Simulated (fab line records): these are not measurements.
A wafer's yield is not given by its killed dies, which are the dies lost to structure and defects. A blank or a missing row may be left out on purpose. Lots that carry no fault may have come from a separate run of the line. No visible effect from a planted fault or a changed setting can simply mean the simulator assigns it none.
A struck lot beside a sound one + flow sky130 + 30 out of 708 route steps
Sound: these wafers, L545.2, L545.5, L545.6. The struck wafers were L544.1, L544.2, L544.4. The cause comes at the end.
For every step that has rows: the tool of each side, followed by ch and its chambers, followed by its first start. Under that, the readings that differ: sound wafers + struck wafers + difference of the means + sigmas: that difference in standard deviations of wafers without a fault.
alike: readings whose means differ by less than 2 such deviations, and words and numbers that are the same on both sides. not compared: withheld readings, readings that some wafer has no value for, bounds like >300 that may hide the same value, and numbers for which the record gives no deviation and whose values overlap.
The two part at a step that has a row with sigmas, a row that says differs or no value, or rows on one side only. Numbers that have no deviation but don't overlap get no sigmas and don't part them. A reading missing from all wafers of one side parts the sides only when that side holds two or more wafers.

first, 5 steps without rows for these wafers: SKY_SONOS_ONO_COAT_08 (resist thk 1140 nm); SKY_SONOS_ONO_SOFTBAKE_09 (time 60 s); SKY_SONOS_ONO_EXPOSE_10 (exposes mask ONOM, target cd 410 nm); SKY_SONOS_ONO_PEB_11; SKY_SONOS_ONO_DEVELOP_12 (develop time 60 s).
SKY_SONOS_ONO_CD_MEAS_13 targets a cd of 410 nm.
  sound on cd sem-01 at day 19 02:14; struck on cd sem-01 at day 18 23:21
  alike: cd nm
SKY_SONOS_ONO_OVL_MEAS_14:
  sound on overlay-01 at day 19 02:20; struck on overlay-01 at day 18 23:28
  alike: SONOS_ONO_OVL
SKY_SONOS_ONO_ETCH_15: etches the open film in CHF3/O2, target depth 19.52 nm, time 7.8 s.
  sound on rie diel-01 ch 0,1, day 19 02:22; struck on rie diel-01 ch 0,1,3, day 18 23:30
  alike: O2_flow_sccm, drypump motor current A, oes product au, throttle valve pct
  not compared: rf hours counter h
then, 1 step without rows for these wafers: SKY_SONOS_ONO_WET_ETCH_16 (etches SiO2 in dHF, target depth 14 nm, time 276 s).
SKY_SONOS_ONO_STRIP_17: strips in O2/N2.
  sound on plasma asher-03 ch 0,1, day 19 02:29; struck on plasma asher-01 ch 0,1, day 18 23:37
  alike: drypump motor current A, oes product au, strip time to endpoint s
  not compared: rf hours counter h
then, 2 steps without rows for these wafers: SKY_SONOS_ONO_WET_ETCH_18 (etches Si3N4 in H3PO4, target depth 15 nm, time 172 s); SKY_GATE_OXIDE_CLEAN_00 (cleans in SC1/SC2, time 150 s).
SKY_GATE_OXIDE_OXIDATION_01: stabilise 600 s, purge 300 s, target thk 10.268 nm.
  sound on furnace-02 ch 0, day 19 02:41; struck on furnace-02 ch 0, day 19 02:41
  alike: ox temp c, spike tc centre C, tube center temp C
SKY_GATE_OXIDE_THK_MEAS_02:
  sound on film metro-01 at day 19 04:06; struck on film metro-03 at day 19 04:05
| reading                          | sound             | struck            | difference | sigmas |
|----------------------------------|-------------------|-------------------|------------|--------|
| GATE_OXIDE_OXIDATION_00_THK (nm) | 10.47 10.24 10.42 | 17.38 17.32 17.91 | +7.16      | +34    |
then, 7 steps without rows for these wafers: SKY_GATE_OXIDE_DEHYDRATE_03 (time 60 s); SKY_GATE_OXIDE_HMDS_04 (prime time 60 s); SKY_GATE_OXIDE_COAT_05 (resist thk 1140 nm); SKY_GATE_OXIDE_SOFTBAKE_06 (time 60 s); SKY_GATE_OXIDE_EXPOSE_07 (exposes mask LVOM, target cd 600 nm); SKY_GATE_OXIDE_PEB_08; SKY_GATE_OXIDE_DEVELOP_09 (develop time 60 s).
SKY_GATE_OXIDE_OVL_MEAS_10:
  sound on overlay-02 at day 20 11:41; struck on overlay-02 at day 20 09:06
| reading             | sound          | struck      | difference | sigmas |
|---------------------|----------------|-------------|------------|--------|
| GATE_OXIDE_OVL (nm) | -0.6 -1.7 -1.7 | 2.4 1.7 1.4 | +3.2       | +2     |
then, 2 steps without rows for these wafers: SKY_GATE_OXIDE_IMPLANT_11; SKY_GATE_OXIDE_WET_ETCH_12 (etches SiO2 in dHF, target depth 16.8 nm, time 336 s).
SKY_GATE_OXIDE_STRIP_13: strips in O2/N2.
  sound on plasma asher-03 ch 0,1, day 20 11:58; struck on plasma asher-04 ch 0,1, day 20 09:23
| reading                     | sound       | struck      | difference | sigmas |
|-----------------------------|-------------|-------------|------------|--------|
| drypump motor current A (A) | 6.8 6.8 5.7 | 5.0 5.4 5.4 | -1.2       | -2     |
  alike: oes product au, strip time to endpoint s
  not compared: rf hours counter h
SKY_GATE_OXIDE_TW_MEAS_14:
  sound on film metro-03 at day 20 12:05; struck on film metro-03 at day 20 09:29
  alike: GATE_OXIDE_TW
SKY_GATE_OXIDE_CLEAN_15: cleans in SC1/SC2, time 150 s.
  sound on wet bench-04 ch 1, day 20 12:08; struck on wet bench-04 ch 1, day 20 09:33
| reading                                           | sound            | struck            | difference | sigmas |
|---------------------------------------------------|------------------|-------------------|------------|--------|
| model.SiO2_of_GATE_OXIDE_OXIDATION_01.thk nm (nm) | 10.1 9.955 10.06 | 17.05 16.98 17.53 | +7.15      |        |
SKY_GATE_OXIDE_OXIDATION_16: stabilise 600 s, purge 300 s, target thk 3.57 nm.
  sound on furnace-01 ch 0, day 20 13:03; struck on furnace-02 ch 0, day 20 10:28
| reading                                           | sound            | struck           | difference | sigmas |
|---------------------------------------------------|------------------|------------------|------------|--------|
| model.SiO2_of_GATE_OXIDE_OXIDATION_01.thk nm (nm) | 11.76 11.62 11.7 | 18.33 18.28 18.8 | +6.78      |        |
  alike: ox temp c, spike tc centre C, tube center temp C
then, 1 step without rows for these wafers: SKY_POLY_GATE_CVD_00 (deposits poly-Si, target thk 180 nm, time 720 s).
-- here the record skips 30 days between the struck wafers' starts before and after, leaving off in module POLY_GATE and picking up in module PAD_OPEN (first step shown: number 708 of the route) --
SKY_PAD_OPEN_PROBE_99:
  sound on prober-02 at day 50 04:34; struck on prober-01 at day 50 03:21
| reading                                | sound                         | struck                        | difference | sigmas |
|----------------------------------------|-------------------------------|-------------------------------|------------|--------|
| killed_at_M0_to_M3                     | 40 37 46                      | 53 62 67                      | +20        | +3     |
| killed dies                            | 88 78 78                      | 90 116 111                    | +24        | +3     |
| model.etest.nfet_16v.r on ohm um       | 1.419e+04 1.417e+04 1.422e+04 | 1.77e+04 1.764e+04 1.791e+04  | +3.56e+03  |        |
| model.etest.tip sonos.rs ohm sq        | 2718 2687 2672                | 5437 5273 5875                | +2836      |        |
| model.etest.pfet_16v.r on ohm um       | 1.507e+04 1.532e+04 1.524e+04 | 1.736e+04 1.752e+04 1.789e+04 | +2.380e+03 |        |
| model.etest.pfet g5v0d10v5.r on ohm um | 4758 4723 4835                | 6414 6342 6515                | +1652      |        |
| model.etest.nfet g5v0d10v5.r on ohm um | 1897 1909 1883                | 2518 2478 2526                | +611       |        |
| model.etest.tip p.rs ohm sq            | 6750 6792 6792                | 7170 7090 7126                | +351       |        |
| model.etest.pfet_01v8.r on ohm um      | 2770 2875 2815                | 3263 3180 3251                | +411       |        |
| model.etest.nfet g5v0d10v5.drive ua um | 602.8 599 600.9               | 383.1 384.1 374.6             | -220.3     |        |
  alike: killed_at_M4_up, killed at contacts, killed at front end, killed at other, killed open, killed short

## WHERE THEY PART
First at SKY_GATE_OXIDE_THK_MEAS_02; last, within this record, at SKY_PAD_OPEN_PROBE_99.

WHY: what had been put in by the simulator
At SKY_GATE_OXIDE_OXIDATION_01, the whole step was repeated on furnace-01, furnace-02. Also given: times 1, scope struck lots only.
